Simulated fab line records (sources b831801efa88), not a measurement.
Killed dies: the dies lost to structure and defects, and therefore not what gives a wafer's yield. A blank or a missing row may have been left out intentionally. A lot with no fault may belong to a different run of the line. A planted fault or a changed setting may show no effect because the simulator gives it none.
What tool caused it?	flow gf180mcu	Sampling: 13 lots, 39 wafers, 4 of 602 route steps

== WHAT THE GAUGES SHOWED, per wafer ==
GF_LVPWELL_OVL_MEAS_07. Usual: LVPWELL_OVL gives -0.1 nm (standard deviation 1.3).
lot	measured	on	LVPWELL_OVL (nm)	flag
L918	day 4 01:04	overlay-01	-0.7 -0.1 0.2	
L920	day 4 11:01	overlay-01	-1.2 -1.0 -2.0	
L922	day 4 23:28	overlay-01	0.1 2.4 1.0	
L923	day 5 06:34	overlay-01	2.2 1.3 0.8	
L924	day 5 12:16	overlay-01	-1.8 -1.0 -1.4	
L925	day 5 16:13	overlay-02	-1.5 -2.5 -2.4	
L926	day 5 22:10	overlay-01	0.6 0.2 1.1	
L928	day 6 10:25	overlay-02	0.1 0.0 -0.8	
L930	day 6 22:22	overlay-02	1.2 0.7 1.3	
L931	day 7 03:31	overlay-02	1.2 2.0 0.2	
L933	day 7 16:01	overlay-01	-2.2 -0.4 -1.3	
L936	day 8 07:55	overlay-01	0.5 0.4 0.2	
L940	day 9 05:22	overlay-02	2.1 1.7 0.7	

GF_POLY_GATE_CD_MEAS_10: target cd 280 nm. Usual: cdNm at 280.1 nm, with a standard deviation of 1.2.
lot	measured	on	cdNm (nm)	flag
L918	day 9 11:52	cdSem-02	278.8 279.4 278.5	
L920	day 9 22:16	cdSem-01	280.9 279.9 281.5	
L922	day 10 16:16	cdSem-01	278.5 277.6 276.9	
L923	day 10 22:32	cdSem-02	280.0 281.6 279.9	
L924	day 11 04:07	cdSem-01	281.5 281.1 281.1	
L925	day 11 13:58	cdSem-02	278.7 278.2 278.2	
L926	day 11 20:08	cdSem-01	280.8 279.6 280.7	
L928	day 12 09:15	cdSem-01	279.0 280.0 280.6	
L930	day 13 01:18	cdSem-01	279.1 279.5 280.1	
L931	day 13 04:33	cdSem-01	281.7 282.5 282.3	
L933	day 14 00:24	cdSem-01	279.1 279.1 279.5	
L936	day 14 19:46	cdSem-02	280.4 280.3 280.2	
L940	day 15 22:55	cdSem-01	280.9 281.0 281.2	

== WHAT TOOL EACH LOT RAN ON (gives the tool, then ch and the chambers of the sampled wafers, and finally the start) ==
lot	GF_STI_STRIP_15	GF_NWELL_STRIP_10
L918	plasmaAsher-02 ch 0,1, day 2 06:29	plasmaAsher-03 ch 0, day 3 12:02
L920	plasmaAsher-03 ch 0, day 2 17:02	plasmaAsher-01 ch 0,1, day 3 22:12
L922	plasmaAsher-04 ch 0,1, day 3 02:44	plasmaAsher-03 ch 0,1, day 4 09:45
L923	plasmaAsher-04 ch 0,1, day 3 09:23	plasmaAsher-01 ch 0,1, day 4 16:23
L924	plasmaAsher-03 ch 0,1, day 3 13:05	plasmaAsher-03 ch 0,1, day 4 22:05
L925	plasmaAsher-02 ch 0,1, day 3 18:23	plasmaAsher-04 ch 0,1, day 5 01:24
L926	plasmaAsher-03 ch 0,1, day 4 00:04	plasmaAsher-01 ch 0,1, day 5 07:59
L928	plasmaAsher-02 ch 0,1, day 4 10:02	plasmaAsher-01 ch 0,1, day 5 19:36
L930	plasmaAsher-03 ch 0,1, day 4 19:38	plasmaAsher-01 ch 0,1, day 6 07:18
L931	plasmaAsher-02 ch 0,1, day 5 01:35	plasmaAsher-03 ch 0,1, day 6 12:09
L933	plasmaAsher-04 ch 1, day 5 11:44	plasmaAsher-01 ch 0,1, day 7 00:54
L936	plasmaAsher-03 ch 0,1, day 6 03:59	plasmaAsher-04 ch 0,1, day 7 15:54
L940	plasmaAsher-03 ch 0,1, day 7 00:26	plasmaAsher-03 ch 0,1, day 8 12:23
- GF_STI_STRIP_15: strips in O2/N2.
- GF_NWELL_STRIP_10: strips in O2/N2.

== WHAT THE TOOLS THEMSELVES READ (means of the sampled wafers that have a number; where no wafer has one, the mark that the record gives instead) ==
GF_STI_STRIP_15. Usual: drypumpMotorCurrentA 5.7 A, standard deviation 0.36; heaterPowerW 329 W, standard deviation 6.5; n2FlowSccm 300.1 sccm, standard deviation 0.91; o2FlowSccm 3000 sccm, standard deviation 9.5; oesProductAu 0.383 a.u., standard deviation 0.0055; stripTimeToEndpointS 3.72 s, standard deviation 0.049.
lot	tool	drypumpMotorCurrentA (A)	heaterPowerW (W)	n2FlowSccm (sccm)	o2FlowSccm (sccm)	oesProductAu (a.u.)	stripTimeToEndpointS (s)	flag
L918	plasmaAsher-02	5.7	324	300.2	3014	0.384	3.75	
L920	plasmaAsher-03	5.4	332	301.4	3006	0.386	3.72	
L922	plasmaAsher-04	5.3	328	298.9	2988	0.382	3.78	
L923	plasmaAsher-04	5.3	327	299.2	3007	0.386	3.71	
L924	plasmaAsher-03	5.9	332	300.8	3006	0.385	3.81	
L925	plasmaAsher-02	5.6	326	299.4	2996	0.385	3.71	
L926	plasmaAsher-03	6.0	335	300.1	2996	0.387	3.71	
L928	plasmaAsher-02	5.7	322	300.1	3001	0.381	3.73	
L930	plasmaAsher-03	5.9	330	300.2	3003	0.379	3.69	
L931	plasmaAsher-02	5.7	322	299.6	3005	0.387	3.78	
L933	plasmaAsher-04	5.6	330	299.1	2994	0.388	3.71	
L936	plasmaAsher-03	5.7	333	300.4	2996	0.387	3.76	
L940	plasmaAsher-03	5.9	331	300.4	2993	0.387	3.76	

GF_NWELL_STRIP_10. Usual: drypumpMotorCurrentA 5.5 A, standard deviation 0.33; heaterPowerW 327 W, standard deviation 8.9; n2FlowSccm 300.2 sccm, standard deviation 0.84; o2FlowSccm 3001 sccm, standard deviation 8.9; oesProductAu 0.723 a.u., standard deviation 0.0043; stripTimeToEndpointS 36.97 s, standard deviation 0.1.
lot	tool	drypumpMotorCurrentA (A)	heaterPowerW (W)	n2FlowSccm (sccm)	o2FlowSccm (sccm)	oesProductAu (a.u.)	stripTimeToEndpointS (s)	flag
L918	plasmaAsher-03	5.4	332	300.1	2994	0.720	36.96	
L920	plasmaAsher-01	5.4	323	300.3	2999	0.717	36.95	
L922	plasmaAsher-03	5.9	332	300.7	3000	0.721	36.95	
L923	plasmaAsher-01	5.4	313	299.8	3000	0.721	37.15	
L924	plasmaAsher-03	5.9	328	300.1	3003	0.723	37.03	
L925	plasmaAsher-04	5.3	328	299.7	3001	0.729	37.04	
L926	plasmaAsher-01	5.4	320	300.0	3000	0.717	37.15	
L928	plasmaAsher-01	5.4	321	300.1	2799	0.717	37.20	OFF
L930	plasmaAsher-01	5.4	320	300.8	2603	0.718	37.41	OFF
L931	plasmaAsher-03	5.9	333	299.6	3012	0.729	36.93	
L933	plasmaAsher-01	5.4	328	300.1	2800	0.719	37.19	OFF
L936	plasmaAsher-04	5.3	328	300.7	2991	0.723	37.04	
L940	plasmaAsher-03	5.7	333	299.9	3001	0.725	36.92	

== THE ANSWER, worked out from the rows above alone ==
Rule: a lot is off if the mean of its wafers that have a number lies more than 3 standard deviations from the usual mean. Also off: a lot with no number at a reading for which 4 or more lots have one. Where the step has rows for the other lots, those lots are counted as sound. Order of review: gauges by route order, followed by the tools' own readings, for which a lot's mean as printed above is used. At the first step where some lot is off, the reading lying furthest off is the one used; lots without a number count as furthest.
Off: L928, L930, L933 (GF_NWELL_STRIP_10, o2FlowSccm).
A tool fits if, at that step or a process step before it, it ran every lot that is off, and no sound lot after the first of them. One fits: GF_NWELL_STRIP_10 on plasmaAsher-01. Its last sound lot is L926 (day 5 07:59), its first lot that is off L928 (day 5 19:36): a fault that began between those two fits.
On the lots that are off, the tool's own readings at GF_NWELL_STRIP_10 differ by more than 5 times the standard deviation of the sound lots' means, which bears it out; o2FlowSccm reads 2734 sccm there versus 3000 sccm on the sound lots.

== WHAT HAD BEEN PUT IN BY THE SIMULATOR ==
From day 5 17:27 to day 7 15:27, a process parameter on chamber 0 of plasmaAsher-01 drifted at GF_NWELL_STRIP_10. From 3000, the setting o2FlowSccm moved by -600. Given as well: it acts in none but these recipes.
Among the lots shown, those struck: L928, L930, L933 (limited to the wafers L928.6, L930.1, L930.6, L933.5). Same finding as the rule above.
